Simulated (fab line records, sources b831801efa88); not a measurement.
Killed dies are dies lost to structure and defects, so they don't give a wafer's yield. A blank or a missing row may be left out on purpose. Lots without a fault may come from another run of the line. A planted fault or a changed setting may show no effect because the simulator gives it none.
fab line records | flow sky130
record lots=8 wafers=24 last_day=49
route steps=708 shown FIELD_ISO@1 NWELL@33 PAD_OPEN@708
lots that met no fault: from a run of the same line without faults
start_h: hours from the record's first day to the start of the lot's first wafer shown | wait_h: hours since the lot's step before | " the same as in the row above | L1.1+2: a row that stands for several wafers | - no value, or no start given | * or withheld: withheld | < > ~ a bound
route shown NAME@n: a module of which the file shows steps, and the number in the route of the first | usual: mean/standard deviation of fault-free wafers | same: alike in all rows | chamber/n: place in a boat | sites: the reading at each site | _std_site: their standard deviation | _edge_site: outer sites' mean less inner sites' | radius_mm: how far each site lies from the wafer's centre | mask NAME#n: copy n | behind: the tool/chamber that last shaped the wafer | hold: why the lot was held/for how many hours/how that ended | device: the transistor (n, p or np) that didn't switch | end of line: the same wafers' tests at the end of the route | a step without rows: its recipe alone | killed: dies lost to structure and defects at the first sort, not the wafer's yield | map: a wafer's dies, x killed, . not, _ none there
set.NAME: the setting as run; set.NAME@STEP: as run at that earlier step | model.NAME: the simulator's own value behind a step, which no gauge read
steps of the route over a sample of lots; a table a step, a row a wafer
services: from which hour (start_h, from the record's first day; less than 0 if before it) a tool's chamber was out of use, for how many hours, and why
## steps
# step SKY_FIELD_ISO_BOW_MEAS_00
# recipe mode=bow
# usual INCOMING_BOW=0/6.4
# columns lot.wafer tool chamber start_h wait_h INCOMING_BOW[um]
L626.1 film_metro-04 - 10.00 - 2
L626.3 " - " " 9
L626.6 " - " " 0
L627.2 film_metro-04 - 15.06 - 7
L627.3 " - " " -3
L627.6 " - " " -2
L628.1 film_metro-04 - 20.00 - 5
L628.3 " - " " -8
L628.4 " - " " -11
L629.1 film_metro-04 - 25.00 - -11
L629.4 " - " " -5
L629.5 " - " " 2
L637.1 film_metro-04 - 65.00 - -6
L637.5 " - " " -5
L637.6 " - " " -4
L638.1 film_metro-01 - 70.00 - -8
L638.2 " - " " -4
L638.6 " - " " 2
L642.3 film_metro-01 - 90.04 - -5
L642.4 " - " " -3
L642.6 " - " " -6
L644.3 film_metro-04 - 100.04 - 5
L644.5 " - " " -3
L644.6 " - " " 9
# step SKY_FIELD_ISO_ETCH_14
# recipe chemistry=N2/H2 target=BARC ion_energy_ev=200 source_w=500 bias_w=100 pressure_mtorr=30 n2_flow_sccm=100 h2_flow_sccm=200 stop_on=SiO2 time_s=45.9 target_depth_a=600
# usual chamber_pressure_mTorr=29.999/0.028 drypump_motor_current_A=5.8/0.65 oes_product_au=0.854/0.0047 throttle_valve_pct=13.225/0.0093
# columns lot.wafer tool chamber start_h wait_h chamber_pressure_mTorr drypump_motor_current_A oes_product_au rf_hours_counter_h throttle_valve_pct
L626.1 rie_diel-03 0 33.44 0.1 30.012 5.8 0.847 3 13.230
L626.3 " 2 " " 29.964 6.6 0.854 132 13.227
L626.6 " 3 " " 30.001 4.7 0.846 - 13.229
L627.2 rie_diel-04 1 33.48 0.1 29.993 5.9 0.854 1 13.214
L627.3 " 2 " " 30.000 5.1 0.852 28 13.222
L627.6 " 1 " " 30.013 5.9 0.860 - 13.223
L628.1 rie_diel-03 1 39.67 0.1 29.991 5.5 0.847 23 13.213
L628.3 " 0 " " 30.006 5.8 0.851 4 13.238
L628.4 " 2 " " 30.035 6.5 0.859 132 13.225
L629.1 rie_diel-03 1 48.93 0.1 30.002 5.4 0.848 23 13.213
L629.4 " 2 " " 29.956 6.6 0.862 132 13.217
L629.5 " 0 " " 30.026 5.8 0.853 - 13.210
L637.1 rie_diel-03 2 85.83 0.1 30.025 6.6 0.859 133 13.225
L637.5 " 2 " " 30.000 6.6 0.856 - 13.237
L637.6 " 3 " " 29.986 4.7 0.853 - 13.213
L638.1 rie_diel-01 2 91.28 0.1 30.033 5.5 0.856 59 13.225
L638.2 " 0 " " 29.958 6.6 0.849 124 13.230
L638.6 " 1 " " 30.002 6.4 0.856 - 13.220
L642.3 rie_diel-04 2 112.42 0.1 29.971 5.1 0.851 29 13.229
L642.4 " 1 " " 30.002 5.9 0.852 2 13.216
L642.6 " 0 " " 29.989 5.5 0.854 - 13.226
L644.3 rie_diel-01 1 121.47 0.1 29.952 6.4 0.852 39 13.231
L644.5 " 1 " " 30.013 6.4 0.845 - 13.230
L644.6 " 0 " " 30.045 6.5 0.856 - 13.233
# step SKY_NWELL_OXIDATION_01
# recipe temp_c=900 ambient=O2 stabilise_s=600 purge_s=300 target_thk_a=100 ox_time_s=1418
# usual spike_tc_bottom_C=922.3/1.8 spike_tc_centre_C=900.9/1.1 spike_tc_lower_C=900.1/1.1 spike_tc_top_C=906.8/2 spike_tc_upper_C=901.0/1.4 tube_center_temp_C=899.99/0.078 tube_center_temp_C_max=902.3/0.38 zone_power_centre_pct=17.58/0.25 zone_power_top_pct=34.2/0.36 zone_power_upper_pct=16.2/0.58
# columns lot.wafer tool chamber start_h wait_h spike_tc_bottom_C spike_tc_centre_C spike_tc_lower_C spike_tc_top_C spike_tc_upper_C tube_center_temp_C tube_center_temp_C_max zone_power_centre_pct zone_power_top_pct zone_power_upper_pct
L626.1 furnace-01 0 39.36 0.3 921.3 899.9 899.4 908.5 902.3 899.87 901.8 17.95 34.1 16.9
L626.3 " 0 " " 921.4 900.4 898.0 909.9 902.5 900.09 903.1 17.83 33.8 17.2
L626.6 " 0 " " 919.8 900.8 901.7 911.8 902.9 899.98 902.3 18.19 34.3 16.8
L627.2 furnace-02 0 39.58 0.2 923.7 902.0 900.6 904.2 900.7 900.15 902.4 17.25 34.6 15.7
L627.3 " 0 " " 923.4 901.5 900.1 905.7 901.9 900.01 902.6 17.38 34.5 15.8
L627.6 " 0 " " 923.3 903.1 900.4 904.6 899.7 899.92 902.8 17.39 34.4 15.8
L628.1 furnace-01 0 47.28 0.0 918.8 900.9 900.7 909.4 903.8 899.94 902.1 17.94 33.7 17.0
L628.3 " 0 " " 920.3 899.9 898.9 909.6 901.6 899.98 902.2 18.08 34.1 17.3
L628.4 " 0 " " 920.1 901.4 900.8 909.5 901.3 900.09 902.5 18.10 34.4 17.2
L629.1 furnace-01 0 53.29 0.0 919.6 900.9 897.9 911.3 903.1 899.92 902.4 18.05 33.7 16.9
L629.4 " 0 " " 920.4 900.6 897.9 908.4 902.8 900.08 902.1 17.76 34.0 17.2
L629.5 " 0 " " 920.5 900.1 898.9 908.7 902.4 900.01 902.1 17.94 34.3 16.9
L637.1 furnace-02 0 90.45 0.3 878.3 857.0 855.4 859.8 856.3 855.26 857.1 15.56 32.0 14.3
L637.5 " 0 " " 878.7 854.1 855.7 861.6 855.9 855.43 857.6 15.77 31.7 14.5
L637.6 " 0 " " 876.9 857.9 855.4 864.2 854.5 855.35 857.5 15.72 31.7 14.6
L638.1 furnace-02 0 97.25 1.5 879.8 855.7 853.1 861.4 857.1 855.24 857.1 15.63 31.5 14.5
L638.2 " 0 " " 877.7 855.8 855.0 861.7 856.5 855.26 857.9 15.98 31.7 14.2
L638.6 " 0 " " 877.9 857.7 855.5 862.3 855.9 855.14 857.9 15.71 32.1 14.4
L642.3 furnace-01 0 119.29 0.5 920.5 900.1 900.1 908.3 902.7 899.91 902.4 18.15 33.8 16.9
L642.4 " 0 " " 920.6 899.5 900.0 907.9 902.6 899.98 903.3 17.62 34.0 17.1
L642.6 " 0 " " 920.4 899.9 899.1 907.9 904.0 899.98 902.3 17.67 33.8 17.2
L644.3 furnace-01 0 126.30 0.3 917.6 899.8 898.5 910.0 901.7 899.99 902.4 17.49 34.1 17.3
L644.5 " 0 " " 920.2 898.5 899.4 908.7 902.7 900.1 902.7 18.00 33.7 17.1
L644.6 " 0 " " 920.7 899.4 896.9 907.7 903.6 900.04 902.0 17.80 33.7 17.3
# step SKY_NWELL_THK_MEAS_02
# recipe reads=SiO2_of_NWELL_OXIDATION_01
# usual NWELL_OXIDATION_THK=9.93/0.22
# columns lot.wafer tool chamber start_h wait_h NWELL_OXIDATION_THK[nm]
L626.1 film_metro-03 - 40.76 0.0 10.00
L626.3 " - " " 9.98
L626.6 " - " " 9.95
L627.2 film_metro-04 - 40.99 0.0 10.02
L627.3 " - " " 9.83
L627.6 " - " " 9.76
L628.1 film_metro-03 - 48.68 0.0 9.76
L628.3 " - " " 10.00
L628.4 " - " " 9.82
L629.1 film_metro-03 - 54.68 0.0 9.88
L629.4 " - " " 9.91
L629.5 " - " " 9.89
L637.1 film_metro-02 - 91.84 0.0 5.93
L637.5 " - " " 5.96
L637.6 " - " " 5.95
L638.1 film_metro-03 - 98.65 0.0 5.84
L638.2 " - " " 5.62
L638.6 " - " " 5.82
L642.3 film_metro-02 - 120.71 0.0 10.12
L642.4 " - " " 9.95
L642.6 " - " " 10.00
L644.3 film_metro-04 - 127.71 0.0 10.14
L644.5 " - " " 10.18
L644.6 " - " " 10.04
# step SKY_NWELL_RTA_28
# recipe temp_c=1050 time_s=30 idle_temp_c=650 ramp_up_c_per_s=150 ramp_down_c_per_s=90 ambient=N2
# usual anneal_temp_c_max=1056.2/1.4 lamp_power_pct=25.31/0.052 ramp_down_c_per_s=90.002/0.016 wafer_temp_C_max=1054.9/0.93
# columns lot.wafer tool chamber start_h wait_h anneal_temp_c_max lamp_power_pct ramp_down_c_per_s wafer_temp_C_max
L626.1 rtp_anneal-02 0 108.18 0.0 1054.6 25.30 89.964 1054.1
L626.3 " 0 " " 1057.2 25.35 90.012 1055.2
L626.6 " 0 " " 1059.2 25.32 90.020 1056.2
L627.2 rtp_anneal-01 0 109.33 0.0 1054.8 25.23 89.977 1056.6
L627.3 " 0 " " 1056.4 25.32 89.961 1055.1
L627.6 " 0 " " 1055.5 25.27 90.005 1054.8
L628.1 rtp_anneal-02 0 118.91 0.0 1056.3 25.23 90.009 1055.5
L628.3 " 0 " " 1059.0 25.27 89.995 1055.0
L628.4 " 0 " " 1056.1 25.32 90.020 1057.1
L629.1 rtp_anneal-01 0 123.20 0.0 1055.3 25.35 89.977 1055.2
L629.4 " 0 " " 1056.2 25.28 89.992 1053.5
L629.5 " 0 " " 1054.5 25.23 90.000 1054.7
L637.1 rtp_anneal-01 0 169.21 0.0 1055.5 25.30 90.012 1054.5
L637.5 " 0 " " 1056.0 25.28 90.019 1055.8
L637.6 " 0 " " 1056.1 25.28 90.008 1055.5
L638.1 rtp_anneal-02 0 179.13 0.0 1058.0 25.33 89.992 1053.6
L638.2 " 0 " " 1055.8 25.36 89.986 1054.2
L638.6 " 0 " " 1056.6 25.41 90.006 1057.4
L642.3 rtp_anneal-01 0 202.32 0.0 1056.7 25.35 90.028 1056.1
L642.4 " 0 " " 1056.0 25.39 89.988 1055.2
L642.6 " 0 " " 1056.0 25.27 89.996 1054.1
L644.3 rtp_anneal-02 0 210.48 0.0 1057.8 25.31 90.004 1053.6
L644.5 " 0 " " 1056.9 25.25 89.993 1054.6
L644.6 " 0 " " 1057.3 25.34 90.010 1054.8
# step SKY_PAD_OPEN_PROBE_99
# usual killed_at_M0_to_M3=44/6.8 killed_at_M4_up=3.1/1.9 killed_at_contacts=25/5.9 killed_at_front_end=15/4.3 killed_at_other=0.2/0.51 killed_dies=87/11 killed_on_rim=17/3.6 killed_open=47/7.9 killed_short=39/6.4
# same gross_dies=492 killed_at_back_side=0
# columns lot.wafer tool chamber start_h wait_h killed_at_M0_to_M3 killed_at_M4_up killed_at_contacts killed_at_front_end killed_at_other killed_dies killed_on_rim killed_open killed_short
L627.2 prober-01 - 1077.28 0.1 47 2 35 13 0 97 17 51 46
L627.3 prober-01 - 1077.33 0.2 47 3 25 19 0 94 21 46 48
L627.6 prober-01 - 1077.48 0.2 44 1 31 15 0 91 14 58 33
L626.1 prober-02 - 1081.33 0.1 52 1 19 24 0 96 16 47 49
L626.3 prober-02 - 1081.43 0.2 37 5 28 20 0 90 18 51 39
L626.6 prober-02 - 1081.58 0.2 50 2 21 13 3 89 19 50 39
L628.1 prober-01 - 1095.42 0.1 45 2 22 15 0 84 10 45 39
L628.3 prober-01 - 1095.52 0.2 53 3 34 10 2 102 19 57 45
L628.4 prober-01 - 1095.57 0.2 47 1 13 12 0 73 16 43 30
L629.1 prober-02 - 1096.65 0.1 68 2 29 16 0 115 23 67 48
L629.4 prober-02 - 1096.80 0.2 35 7 17 15 0 74 18 33 41
L629.5 prober-02 - 1096.85 0.2 38 4 26 15 0 83 17 47 36
L637.1 prober-02 - 1141.59 0.1 45 2 24 16 0 87 23 47 40
L637.5 prober-02 - 1141.79 0.2 48 1 22 18 0 89 16 50 39
L637.6 prober-02 - 1141.84 0.2 45 2 30 12 0 89 16 46 43
L638.1 prober-01 - 1145.04 0.1 38 2 27 11 0 78 15 43 35
L638.2 prober-01 - 1145.09 0.1 30 6 12 9 0 57 10 26 31
L638.6 prober-01 - 1145.29 0.2 46 5 30 11 1 93 22 47 46
L642.3 prober-01 - 1165.15 0.2 46 6 27 13 0 92 16 38 54
L642.4 prober-01 - 1165.20 0.2 50 3 33 14 0 100 20 58 42
L642.6 prober-01 - 1165.30 0.2 46 5 28 11 0 90 16 55 35
L644.3 prober-01 - 1169.04 0.2 60 2 26 19 1 108 14 56 52
L644.5 prober-01 - 1169.14 0.2 29 1 22 10 1 63 9 36 27
L644.6 prober-01 - 1169.19 0.2 49 6 27 18 0 100 27 50 50
# killed by level:class
L627.2 CONTACT:geometric_particle:open=11 LI_CONTACT:geometric_particle:open=9 VIA3:geometric_particle:open=8 METAL2:geometric_particle:short=7 CONTACT:geometric_particle:short=6 VIA1:geometric_particle:open=6 VIA2:geometric_particle:open=6 POLY_GATE:geometric_particle:short=5
L627.3 CONTACT:geometric_particle:open=10 VIA1:geometric_particle:short=8 VIA1:geometric_particle:open=8 VIA2:geometric_particle:open=7 POLY_GATE:geometric_particle:short=7 VIA3:geometric_particle:open=6 VIA3:geometric_particle:short=6 POLY_GATE:geometric_particle:open=4
L627.6 VIA1:geometric_particle:open=13 CONTACT:geometric_particle:open=13 VIA3:geometric_particle:open=8 CONTACT:geometric_particle:short=7 VIA1:geometric_particle:short=7 LI_CONTACT:geometric_particle:open=6 FIELD_ISO:geometric_particle:open=5 VIA2:geometric_particle:open=5
L626.1 VIA1:geometric_particle:open=12 FIELD_ISO:geometric_particle:short=9 METAL1:geometric_particle:short=9 CONTACT:geometric_particle:open=8 VIA2:geometric_particle:open=8 FIELD_ISO:geometric_particle:open=7 LI_CONTACT:geometric_particle:open=6 VIA1:geometric_particle:short=6
L626.3 CONTACT:geometric_particle:open=9 VIA1:geometric_particle:open=8 LI_CONTACT:geometric_particle:open=7 FIELD_ISO:geometric_particle:short=5 POLY_GATE:geometric_particle:open=5 LI_CONTACT:geometric_particle:short=5 VIA2:geometric_particle:open=5 METAL1:geometric_particle:short=5
L626.6 VIA1:geometric_particle:open=15 CONTACT:geometric_particle:open=9 METAL1:geometric_particle:short=7 VIA1:geometric_particle:short=7 FIELD_ISO:geometric_particle:short=6 VIA2:geometric_particle:open=6 LI_CONTACT:geometric_particle:open=6 VIA3:geometric_particle:open=5
L628.1 VIA1:geometric_particle:open=18 LI_CONTACT:geometric_particle:open=7 POLY_GATE:geometric_particle:short=6 CONTACT:geometric_particle:open=5 METAL1:geometric_particle:short=5 METAL2:geometric_particle:short=5 LI_CONTACT:geometric_particle:short=4 VIA2:geometric_particle:open=4
L628.3 CONTACT:geometric_particle:open=15 VIA3:geometric_particle:open=14 VIA1:geometric_particle:open=11 CONTACT:geometric_particle:short=6 METAL1:geometric_particle:short=6 VIA3:geometric_particle:short=6 LI_CONTACT:geometric_particle:short=5 LI_CONTACT:geometric_particle:open=4
L628.4 VIA3:geometric_particle:open=15 VIA1:geometric_particle:open=10 FIELD_ISO:geometric_particle:short=7 METAL2:geometric_particle:short=5 VIA2:geometric_particle:open=5 LI_CONTACT:geometric_particle:short=4 CONTACT:geometric_particle:open=4 METAL1:geometric_particle:short=4
L629.1 VIA1:geometric_particle:open=15 CONTACT:geometric_particle:open=14 VIA3:geometric_particle:open=12 CONTACT:geometric_particle:short=9 METAL2:geometric_particle:short=9 METAL1:geometric_particle:short=7 VIA2:geometric_particle:open=7 FIELD_ISO:geometric_particle:open=5
L629.4 VIA1:geometric_particle:open=9 FIELD_ISO:geometric_particle:short=6 CONTACT:geometric_particle:open=6 METAL1:geometric_particle:short=6 METAL2:geometric_particle:short=5 VIA3:geometric_particle:open=5 LOCAL_INTERCONNECT:geometric_particle:short=4 POLY_GATE:geometric_particle:short=3
L629.5 VIA1:geometric_particle:open=10 CONTACT:geometric_particle:open=8 VIA2:geometric_particle:open=8 LI_CONTACT:geometric_particle:open=5 POLY_GATE:geometric_particle:short=4 LI_CONTACT:geometric_particle:short=4 LOCAL_INTERCONNECT:geometric_particle:short=4 CONTACT:geometric_particle:short=4
L637.1 CONTACT:geometric_particle:open=12 METAL1:geometric_particle:short=7 METAL2:geometric_particle:short=7 CONTACT:geometric_particle:short=6 VIA3:geometric_particle:open=6 FIELD_ISO:geometric_particle:open=5 VIA1:geometric_particle:open=5 METAL2:geometric_particle:open=5
L637.5 VIA1:geometric_particle:open=12 CONTACT:geometric_particle:open=10 POLY_GATE:geometric_particle:open=8 VIA2:geometric_particle:open=8 METAL1:geometric_particle:short=7 LI_CONTACT:geometric_particle:open=5 METAL2:geometric_particle:short=5 VIA3:geometric_particle:short=5
L637.6 VIA1:geometric_particle:open=16 CONTACT:geometric_particle:open=10 LOCAL_INTERCONNECT:geometric_particle:short=8 VIA1:geometric_particle:short=8 LI_CONTACT:geometric_particle:open=5 FIELD_ISO:geometric_particle:short=4 CONTACT:geometric_particle:short=4 METAL2:geometric_particle:short=4
L638.1 LI_CONTACT:geometric_particle:open=15 VIA3:geometric_particle:open=8 VIA2:geometric_particle:open=5 METAL1:geometric_particle:short=5 CONTACT:geometric_particle:open=5 METAL2:geometric_particle:short=4 METAL3:geometric_particle:short=4 POLY_GATE:geometric_particle:short=3
L638.2 VIA1:geometric_particle:open=6 VIA2:geometric_particle:short=6 VIA2:geometric_particle:open=5 LI_CONTACT:geometric_particle:open=5 METAL4:geometric_particle:short=4 FIELD_ISO:geometric_particle:short=3 SPACER:geometric_particle:short=3 LOCAL_INTERCONNECT:geometric_particle:short=3
L638.6 CONTACT:geometric_particle:open=8 VIA3:geometric_particle:open=8 LI_CONTACT:geometric_particle:open=7 VIA1:geometric_particle:open=7 CONTACT:geometric_particle:short=6 METAL1:geometric_particle:short=6 LI_CONTACT:geometric_particle:short=5 VIA2:geometric_particle:open=5
L642.3 LOCAL_INTERCONNECT:geometric_particle:short=9 METAL1:geometric_particle:short=9 CONTACT:geometric_particle:open=8 VIA3:geometric_particle:short=8 LI_CONTACT:geometric_particle:open=6 VIA1:geometric_particle:open=6 VIA2:geometric_particle:open=5 METAL2:geometric_particle:short=5
L642.4 VIA1:geometric_particle:open=16 CONTACT:geometric_particle:open=12 LI_CONTACT:geometric_particle:open=9 VIA2:geometric_particle:open=9 LOCAL_INTERCONNECT:geometric_particle:short=5 VIA1:geometric_particle:short=5 CONTACT:geometric_particle:short=4 FIELD_ISO:geometric_particle:short=4
L642.6 VIA2:geometric_particle:open=11 CONTACT:geometric_particle:open=10 VIA3:geometric_particle:open=9 VIA1:geometric_particle:open=8 CONTACT:geometric_particle:short=6 FIELD_ISO:geometric_particle:open=5 LI_CONTACT:geometric_particle:open=5 LOCAL_INTERCONNECT:geometric_particle:short=5
L644.3 VIA2:geometric_particle:open=13 VIA1:geometric_particle:open=11 CONTACT:geometric_particle:open=11 METAL2:geometric_particle:short=9 CONTACT:geometric_particle:short=7 POLY_GATE:geometric_particle:short=6 VIA3:geometric_particle:open=6 FIELD_ISO:geometric_particle:open=5
L644.5 LI_CONTACT:geometric_particle:open=7 CONTACT:geometric_particle:open=7 VIA1:geometric_particle:open=7 VIA2:geometric_particle:open=6 LOCAL_INTERCONNECT:geometric_particle:short=4 METAL1:geometric_particle:short=4 CONTACT:geometric_particle:short=3 VIA2:geometric_particle:short=3
L644.6 VIA1:geometric_particle:open=12 CONTACT:geometric_particle:open=10 METAL1:geometric_particle:short=9 LI_CONTACT:geometric_particle:open=8 CONTACT:geometric_particle:short=6 VIA3:geometric_particle:short=6 METAL2:geometric_particle:short=5 METAL4:geometric_particle:short=5
## services
# columns tool chamber start_h hours kind
furnace-02 - 27.69 3.1 pm
rie_diel-04 3 44.97 - clean
rie_diel-04 3 44.97 23.2 scheduled_down
rie_diel-04 3 44.97 23.2 vent_cycle
rie_diel-03 3 49.50 5.1 repair
furnace-02 - 56.63 4.1 pm
rie_diel-03 - 95.60 1.6 repair
rie_diel-04 - 108.61 0.8 repair
furnace-01 - 113.13 3.1 pm
rie_diel-04 1 155.01 10.2 repair
rie_diel-04 - 165.03 28.1 pm
furnace-02 - 194.99 3.8 pm
rie_diel-03 3 196.29 - clean
rie_diel-03 3 196.29 17.2 scheduled_down
rie_diel-03 3 196.29 17.2 vent_cycle
rtp_anneal-02 - 200.32 3.5 pm
## key
first_sign step=SKY_NWELL_OXIDATION_01 reading=tube_center_temp_C direction=down sigmas=99+ usual=* struck=*
effect step=SKY_NWELL_OXIDATION_01 reading=tube_center_temp_C_max direction=down sigmas=99+ usual=* struck=*
effect step=SKY_NWELL_THK_MEAS_02 reading=NWELL_OXIDATION_THK direction=down sigmas=18 usual=9.93 struck=5.85
met_at SKY_NWELL_OXIDATION_01
struck_lots L637,L638
tester_left_out L637,L638
not_acting_at SKY_FIELD_ISO_BOW_MEAS_00,SKY_FIELD_ISO_ETCH_14,SKY_NWELL_RTA_28
onset_between 39.58 90.45
fault kind=process_parameter_drift tool=furnace-02 chamber=- onset_h=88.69 steps=SKY_NWELL_OXIDATION_01 channel=temp_c offset=* shape=step end_h=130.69 acts_in=* stated=*
# tester_left_out: of these lots the tester's yield and bins aren't shown, on N5 and GAA mostly nor the transistor test; their killed dies are dies lost to structure and defects alone, not to doping, threshold or leakage, so they don't give the yield
